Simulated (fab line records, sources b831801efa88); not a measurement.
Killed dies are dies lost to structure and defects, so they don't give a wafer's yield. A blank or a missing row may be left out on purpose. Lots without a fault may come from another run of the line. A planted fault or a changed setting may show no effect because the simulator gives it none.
fab line records | flow sky130
record lots=6 wafers=18 last_day=50
route steps=708 shown CAPM@540 PAD_OPEN@708
lots that met no fault: from a run of the same line without faults
start_h: hours from the record's first day to the start of the lot's first wafer shown | wait_h: hours since the lot's step before | " the same as in the row above | L1.1+2: a row that stands for several wafers | - no value, or no start given | * or withheld: withheld | < > ~ a bound
route shown NAME@n: a module of which the file shows steps, and the number in the route of the first | usual: mean/standard deviation of fault-free wafers | same: alike in all rows | chamber/n: place in a boat | sites: the reading at each site | _std_site: their standard deviation | _edge_site: outer sites' mean less inner sites' | radius_mm: how far each site lies from the wafer's centre | mask NAME#n: copy n | behind: the tool/chamber that last shaped the wafer | hold: why the lot was held/for how many hours/how that ended | device: the transistor (n, p or np) that didn't switch | end of line: the same wafers' tests at the end of the route | a step without rows: its recipe alone | killed: dies lost to structure and defects at the first sort, not the wafer's yield | map: a wafer's dies, x killed, . not, _ none there
set.NAME: the setting as run; set.NAME@STEP: as run at that earlier step | model.NAME: the simulator's own value behind a step, which no gauge read
lots at some steps of the route; a table a step, a row a wafer
services: from which hour (start_h, from the record's first day; less than 0 if before it) a tool's chamber was out of use, for how many hours, and why
## steps
# step SKY_CAPM_RS_MEAS_03
# recipe thk_meas_gauge=four-point-probe reads=TiN_of_CAPM_SPUTTER_02
# usual CAPM_TIN_RS=6.69/0.072
# columns lot.wafer tool chamber start_h wait_h CAPM_TIN_RS[ohm/sq]
L450.1 film_metro-02 - 850.71 0.1 6.78
L450.2 " - " " 6.67
L450.6 " - " " 6.76
L453.2 film_metro-04 - 882.33 0.1 6.61
L453.4 " - " " 6.66
L453.6 " - " " 6.62
L456.2 film_metro-04 - 903.69 0.1 6.74
L456.4 " - " " 6.71
L456.5 " - " " 6.65
L457.1 film_metro-01 - 913.70 0.1 6.69
L457.3 " - " " 6.73
L457.5 " - " " 6.72
L466.3 film_metro-01 - 966.60 0.1 6.72
L466.5 " - " " 6.78
L466.6 " - " " 6.72
L471.2 film_metro-01 - 1004.58 0.1 6.74
L471.4 " - " " 6.78
L471.5 " - " " 6.71
# step SKY_CAPM_THK_MEAS_04
# recipe thk_meas_gauge=xrf reads=TiN_of_CAPM_SPUTTER_02
# usual CAPM_TIN_THK=206.8/2.3
# columns lot.wafer tool chamber start_h wait_h CAPM_TIN_THK[nm]
L450.1 film_metro-02 - 850.83 0.1 205.5
L450.2 " - " " 207.6
L450.6 " - " " 205.8
L453.2 film_metro-04 - 882.44 0.1 207.8
L453.4 " - " " 205.9
L453.6 " - " " 207.4
L456.2 film_metro-04 - 903.80 0.1 203.9
L456.4 " - " " 204.5
L456.5 " - " " 206.7
L457.1 film_metro-01 - 913.82 0.1 207.0
L457.3 " - " " 206.3
L457.5 " - " " 206.9
L466.3 film_metro-01 - 966.70 0.1 206.4
L466.5 " - " " 204.3
L466.6 " - " " 206.3
L471.2 film_metro-01 - 1004.69 0.1 206.4
L471.4 " - " " 204.2
L471.5 " - " " 206.3
# step SKY_CAPM_DEHYDRATE_05
# recipe temp_c=200 time_s=60
# step SKY_CAPM_HMDS_06
# recipe prime_time_s=60 prime_temp_c=120
# step SKY_CAPM_COAT_07
# recipe resist=NOVOLAK spin_rpm=3000 resist_thk_nm=1140
# step SKY_CAPM_SOFTBAKE_08
# recipe temp_c=90 time_s=60 resist=NOVOLAK
# step SKY_CAPM_EXPOSE_09
# recipe mask_id=CAPM na=0.6 source_shape=conventional sigma_outer=0.6 polarization=unpolarized target_cd_nm=1000 dose_mj=159
# step SKY_CAPM_PEB_10
# recipe temp_c=withheld time_s=* resist=NOVOLAK
# step SKY_CAPM_DEVELOP_11
# recipe resist=NOVOLAK developer=TMAH develop_time_s=60 dev_temp_c=23
# step SKY_CAPM_OVL_MEAS_12
# usual CAPM_OVL=-0.7/1.4
# columns lot.wafer tool chamber start_h wait_h CAPM_OVL[nm]
L450.1 overlay-01 - 875.84 0.1 0.3
L450.2 " - " " -1.1
L450.6 " - " " -1.4
L453.2 overlay-01 - 907.46 0.1 -1.1
L453.4 " - " " -2.4
L453.6 " - " " -0.9
L456.2 overlay-02 - 927.94 0.1 -1.5
L456.4 " - " " 0.7
L456.5 " - " " 0.0
L457.1 overlay-02 - 937.11 0.1 -0.4
L457.3 " - " " -1.1
L457.5 " - " " -1.8
L466.3 overlay-02 - 990.05 0.1 -2.2
L466.5 " - " " -1.4
L466.6 " - " " -0.6
L471.2 overlay-01 - 1028.10 0.1 -1.0
L471.4 " - " " -0.9
L471.5 " - " " -0.2
# step SKY_CAPM_METAL_ETCH_13
# recipe target_depth_nm=220 stop_on=SiO2 chemistry=Cl2/BCl3 target=TiN pressure_mtorr=10 icp_w=900 bias_w=48.5 Cl2_flow_sccm=60 bcl3_flow_sccm=30 time_s=62.9
# usual drypump_motor_current_A=5.5/0.48 mfc_cl2_sccm=59.98/0.21 oes_product_au=0.958/0.007 throttle_valve_pct=21.893/0.009
# same time_s=62.9
# columns lot.wafer tool chamber start_h wait_h drypump_motor_current_A mfc_cl2_sccm oes_product_au rf_hours_counter_h throttle_valve_pct
L450.1 rie_metal-03 0 875.87 0.0 6.0 59.74 0.949 8 21.919
L450.2 " 1 " " 5.7 60.25 0.954 9 21.895
L450.6 " 1 " " 5.7 60.04 0.954 - 21.899
L453.2 rie_metal-01 0 907.49 0.0 5.9 59.90 0.963 9 21.888
L453.4 " 0 " " 5.9 60.21 0.970 - 21.886
L453.6 " 0 " " 5.9 59.96 0.966 - 21.903
L456.2 rie_metal-01 0 927.97 0.0 5.9 59.78 0.964 10 21.882
L456.4 " 0 " " 5.9 59.97 0.959 - 21.893
L456.5 " 1 " " 4.7 59.90 0.962 - 21.897
L457.1 rie_metal-04 1 937.14 0.0 5.8 60.05 0.957 12 21.911
L457.3 " 1 " " 5.8 60.34 0.952 - 21.888
L457.5 " 0 " " 5.2 60.26 0.955 - 21.879
L466.3 rie_metal-03 1 990.10 0.0 5.7 60.08 0.957 - 21.897
L466.5 " 0 " " 5.9 60.14 0.959 - 21.908
L466.6 " 1 " " 5.7 60.29 0.951 - 21.890
L471.2 rie_metal-01 1 1028.15 0.0 4.7 59.73 0.951 - 21.909
L471.4 " 1 " " 4.7 60.23 0.951 - 21.896
L471.5 " 1 " " 4.7 60.06 0.960 - 21.887
# step SKY_CAPM_STRIP_14
# recipe chemistry=O2/N2 power_w=1400 pressure_mtorr=1500 platen_temp_c=withheld o2_flow_sccm=3000 n2_flow_sccm=300 overash_fraction=0.5
# usual chamber_pressure_mTorr=1500.2/1.4 drypump_motor_current_A=5.52/0.29 oes_product_au=0.710/0.0042 strip_time_to_endpoint_s=12.69/0.063
# columns lot.wafer tool chamber start_h wait_h chamber_pressure_mTorr drypump_motor_current_A oes_product_au rf_hours_counter_h strip_time_to_endpoint_s
L450.1 plasma_asher-01 0 875.95 0.1 1499.6 5.57 0.706 72 12.76
L450.2 " 1 " " 1500.0 5.20 0.707 72 12.74
L450.6 " 1 " " 1500.9 5.22 0.717 - 12.76
L453.2 plasma_asher-01 1 907.57 0.1 1498.8 5.18 0.710 75 12.60
L453.4 " 0 " " 1498.9 5.51 0.709 - 12.64
L453.6 " 0 " " 1498.5 5.48 0.705 - 12.57
L456.2 plasma_asher-01 0 928.05 0.1 1499.9 5.52 0.703 78 12.70
L456.4 " 1 " " 1499.8 5.21 0.710 - 12.69
L456.5 " 0 " " 1499.4 5.53 0.710 - 12.74
L457.1 plasma_asher-02 0 937.22 0.1 1501.7 5.96 0.720 116 12.65
L457.3 " 0 " " 1501.4 5.98 0.708 - 12.60
L457.5 " 1 " " 1498.3 6.09 0.713 - 12.68
L466.3 plasma_asher-01 0 990.19 0.1 1500.4 5.52 0.711 - 12.70
L466.5 " 0 " " 1497.7 5.54 0.709 - 12.76
L466.6 " 1 " " 1499.6 5.21 0.701 - 12.78
L471.2 plasma_asher-02 1 1028.28 0.1 1498.8 6.16 0.716 122 12.69
L471.4 " 0 " " 1500.1 5.97 0.711 - 12.72
L471.5 " 0 " " 1502.9 5.97 0.699 - 12.71
# step SKY_CAPM_STRIP_15
# recipe chemistry=post_etch_residue_remover time_s=1200 temp_c=72.5
# usual bath_guard_temp_C=72.4/0.5 bath_heat_duty_pct=14.9/1.6 time_s=1200/0
# columns lot.wafer tool chamber start_h wait_h bath_guard_temp_C bath_heat_duty_pct time_s
L450.1 wet_bench-01 0 876.05 0.1 72.7 15.9 1200
L450.2 " 0 " " 72.5 15.5 1200
L450.6 " 0 " " 72.2 15.7 1200
L453.2 wet_bench-02 3 907.67 0.1 71.7 14.0 1200
L453.4 " 3 " " 71.7 14.8 1200
L453.6 " 3 " " 72.0 14.9 1200
L456.2 wet_bench-02 2 928.15 0.1 - - -
L456.4 " 2 " " - - -
L456.5 " 2 " " - - -
L457.1 wet_bench-01 0 937.32 0.1 - - -
L457.3 " 0 " " - - -
L457.5 " 0 " " - - -
L466.3 wet_bench-02 2 990.25 0.0 73.6 13.5 1200
L466.5 " 2 " " 73.4 13.7 1200
L466.6 " 2 " " 73.1 13.3 1200
L471.2 wet_bench-04 1 1028.38 0.1 72.3 18.3 1200
L471.4 " 1 " " 72.5 16.5 1200
L471.5 " 1 " " 72.3 18.6 1200
# step SKY_CAPM_CLEAN_16
# recipe chemistry=IPA time_s=180 temp_c=25
# step SKY_PAD_OPEN_PROBE_99
# usual defect_limited_yield=81.8/2 killed_at_M0_to_M3=44/7.5 killed_at_M4_up=3.3/1.8 killed_at_contacts=25/5.9 killed_at_front_end=16/4.7 killed_at_other=0.3/0.52 killed_dies=89/9.9 killed_open=49/7.8 killed_short=40/5.8 sort_bin_3_pad_short=0.9/0.43 sort_bin_5_function=10.8/1.5 sort_bin_6_memory=6.4/1.1 sort_n_pass=403/9.9 sort_yield_pct=81.8/2
# same gross_dies=492 killed_at_back_side=0 sort_bin_4_leakage[%]=0 sort_bin_8_speed[%]=0
# columns lot.wafer tool chamber start_h wait_h defect_limited_yield[%] killed_at_M0_to_M3 killed_at_M4_up killed_at_contacts killed_at_front_end killed_at_other killed_dies killed_open killed_short sort_bin_3_pad_short[%] sort_bin_5_function[%] sort_bin_6_memory[%] sort_n_pass sort_yield_pct[%]
L450.1 prober-01 - 1077.16 0.1 80.7 40 2 31 21 1 95 60 35 0.6 12.8 5.9 397 80.7
L450.2 prober-01 - 1077.21 0.1 76.8 61 2 23 28 0 114 62 52 0.8 16.3 6.1 378 76.8
L450.6 prober-01 - 1077.41 0.2 80.9 39 6 26 22 1 94 48 46 0.4 13.8 4.9 398 80.9
L453.2 prober-02 - 1100.06 0.1 79.1 48 5 38 12 0 103 60 42 0.8 11.6 8.5 389 79.1
L453.4 prober-02 - 1100.16 0.2 83.9 41 2 20 16 0 79 39 40 0.2 8.9 6.9 413 83.9
L453.6 prober-02 - 1100.26 0.2 82.7 39 1 33 12 0 85 50 35 0 9.6 7.7 407 82.7
L456.2 prober-01 - 1119.80 0.1 83.1 40 5 17 21 0 83 44 38 1.8 9.8 5.3 409 83.1
L456.4 prober-01 - 1119.90 0.2 81.9 47 1 26 15 0 89 50 39 2.2 9.8 6.1 403 81.9
L456.5 prober-01 - 1119.95 0.2 82.5 48 2 20 16 0 86 52 34 0.8 10.8 5.9 406 82.5
L457.1 prober-02 - 1123.86 0.1 80.5 52 4 27 13 0 96 56 40 0.8 10.2 8.5 396 80.5
L457.3 prober-02 - 1123.96 0.2 82.1 56 5 16 10 1 88 49 39 0.4 9.3 8.1 404 82.1
L457.5 prober-02 - 1124.06 0.2 81.3 51 3 31 7 0 92 59 33 0.8 9.8 8.1 400 81.3
L471.2 prober-02 - 1195.41 0.1 84.1 43 5 20 10 0 78 45 33 0.8 9.6 5.5 414 84.1
L471.4 prober-02 - 1195.51 0.2 79.3 58 3 24 17 0 102 48 54 1.2 12.4 7.1 390 79.3
L471.5 prober-02 - 1195.56 0.2 82.7 47 4 16 18 0 85 55 30 0.6 10.4 6.3 407 82.7
# killed by level:class
L450.1 CONTACT:geometric_particle:open=15 VIA1:geometric_particle:open=13 FIELD_ISO:geometric_particle:open=7 CONTACT:geometric_particle:short=7 VIA2:geometric_particle:open=6 VIA1:geometric_particle:short=5 POLY_GATE:geometric_particle:open=4 LI_CONTACT:geometric_particle:open=4
L450.2 VIA1:geometric_particle:open=13 VIA2:geometric_particle:open=10 FIELD_ISO:geometric_particle:short=8 POLY_GATE:geometric_particle:open=8 CONTACT:geometric_particle:open=8 VIA3:geometric_particle:open=7 METAL3:geometric_particle:short=6 LI_CONTACT:geometric_particle:open=5
L450.6 VIA1:geometric_particle:open=11 CONTACT:geometric_particle:open=8 CONTACT:geometric_particle:short=7 VIA2:geometric_particle:open=7 FIELD_ISO:geometric_particle:short=5 POLY_GATE:geometric_particle:open=5 POLY_GATE:geometric_particle:short=5 LI_CONTACT:geometric_particle:open=5
L453.2 LI_CONTACT:geometric_particle:open=14 CONTACT:geometric_particle:open=12 VIA2:geometric_particle:open=10 VIA1:geometric_particle:open=10 VIA1:geometric_particle:short=9 POLY_GATE:geometric_particle:short=6 METAL1:geometric_particle:short=6 CONTACT:geometric_particle:short=5
L453.4 VIA1:geometric_particle:open=10 LOCAL_INTERCONNECT:geometric_particle:short=6 LI_CONTACT:geometric_particle:open=5 METAL1:geometric_particle:short=5 VIA1:geometric_particle:short=5 METAL2:geometric_particle:short=5 VIA3:geometric_particle:open=5 FIELD_ISO:geometric_particle:short=4
L453.6 CONTACT:geometric_particle:open=13 LI_CONTACT:geometric_particle:open=8 VIA1:geometric_particle:open=8 VIA3:geometric_particle:open=8 CONTACT:geometric_particle:short=6 VIA2:geometric_particle:open=6 FIELD_ISO:geometric_particle:short=5 LOCAL_INTERCONNECT:geometric_particle:short=5
L456.2 VIA1:geometric_particle:open=16 FIELD_ISO:geometric_particle:short=10 METAL1:geometric_particle:short=7 VIA3:geometric_particle:open=7 LI_CONTACT:geometric_particle:open=6 FIELD_ISO:geometric_particle:open=5 CONTACT:geometric_particle:short=4 CONTACT:geometric_particle:open=4
L456.4 FIELD_ISO:geometric_particle:open=7 VIA2:geometric_particle:open=7 LOCAL_INTERCONNECT:geometric_particle:short=7 METAL2:geometric_particle:short=7 LI_CONTACT:geometric_particle:open=6 CONTACT:geometric_particle:open=6 METAL1:geometric_particle:short=6 VIA3:geometric_particle:open=6
L456.5 CONTACT:geometric_particle:open=12 VIA1:geometric_particle:open=9 METAL2:geometric_particle:short=8 FIELD_ISO:geometric_particle:open=7 VIA3:geometric_particle:open=7 VIA2:geometric_particle:open=7 VIA1:geometric_particle:short=6 POLY_GATE:geometric_particle:open=4
L457.1 VIA1:geometric_particle:open=11 CONTACT:geometric_particle:open=10 VIA2:geometric_particle:open=9 LI_CONTACT:geometric_particle:open=8 CONTACT:geometric_particle:short=7 METAL1:geometric_particle:short=6 VIA3:geometric_particle:open=5 VIA1:geometric_particle:short=4
L457.3 VIA1:geometric_particle:open=12 VIA3:geometric_particle:open=8 LI_CONTACT:geometric_particle:open=5 CONTACT:geometric_particle:open=5 METAL1:geometric_particle:short=5 VIA1:geometric_particle:short=5 METAL2:geometric_particle:open=5 METAL2:geometric_particle:short=5
L457.5 LI_CONTACT:geometric_particle:open=16 VIA2:geometric_particle:open=10 VIA1:geometric_particle:open=9 VIA3:geometric_particle:open=9 CONTACT:geometric_particle:open=6 VIA2:geometric_particle:short=6 METAL2:geometric_particle:short=5 CONTACT:geometric_particle:short=5
L471.2 VIA1:geometric_particle:open=12 CONTACT:geometric_particle:open=9 VIA1:geometric_particle:short=8 VIA2:geometric_particle:open=7 VIA3:geometric_particle:short=5 POLY_GATE:geometric_particle:open=4 LOCAL_INTERCONNECT:geometric_particle:short=4 METAL1:geometric_particle:short=4
L471.4 VIA1:geometric_particle:short=12 VIA2:geometric_particle:open=11 VIA1:geometric_particle:open=10 METAL1:geometric_particle:short=9 CONTACT:geometric_particle:open=8 POLY_GATE:geometric_particle:open=7 CONTACT:geometric_particle:short=7 METAL2:geometric_particle:short=6
L471.5 VIA1:geometric_particle:open=15 VIA2:geometric_particle:open=8 VIA3:geometric_particle:open=6 LI_CONTACT:geometric_particle:open=5 CONTACT:geometric_particle:open=5 FIELD_ISO:geometric_particle:open=4 POLY_GATE:geometric_particle:open=4 POLY_GATE:geometric_particle:short=4
## services
# columns tool chamber start_h hours kind
rie_metal-04 - 907.89 4.0 pm
plasma_asher-02 - 913.48 23.6 repair
wet_bench-04 - 945.31 2.2 repair
rie_metal-01 1 960.72 5.6 repair
plasma_asher-02 - 968.65 28.1 pm
rie_metal-01 0 1023.95 11.3 repair
rie_metal-04 - 1024.06 14.6 pm
plasma_asher-01 - 1026.45 3.0 repair
## key
first_sign step=SKY_CAPM_STRIP_15 reading=tool_record direction=missing
effect none on later readings
met_at SKY_CAPM_STRIP_15
struck_wafers L456.2,L456.4,L456.5,L457.1,L457.3,L457.5
onset_between 907.67 928.15
fault kind=skipped_step_whole tool=wet_bench-01,wet_bench-02 chamber=- onset_h=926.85 steps=SKY_CAPM_STRIP_15 scope=struck_lots_only
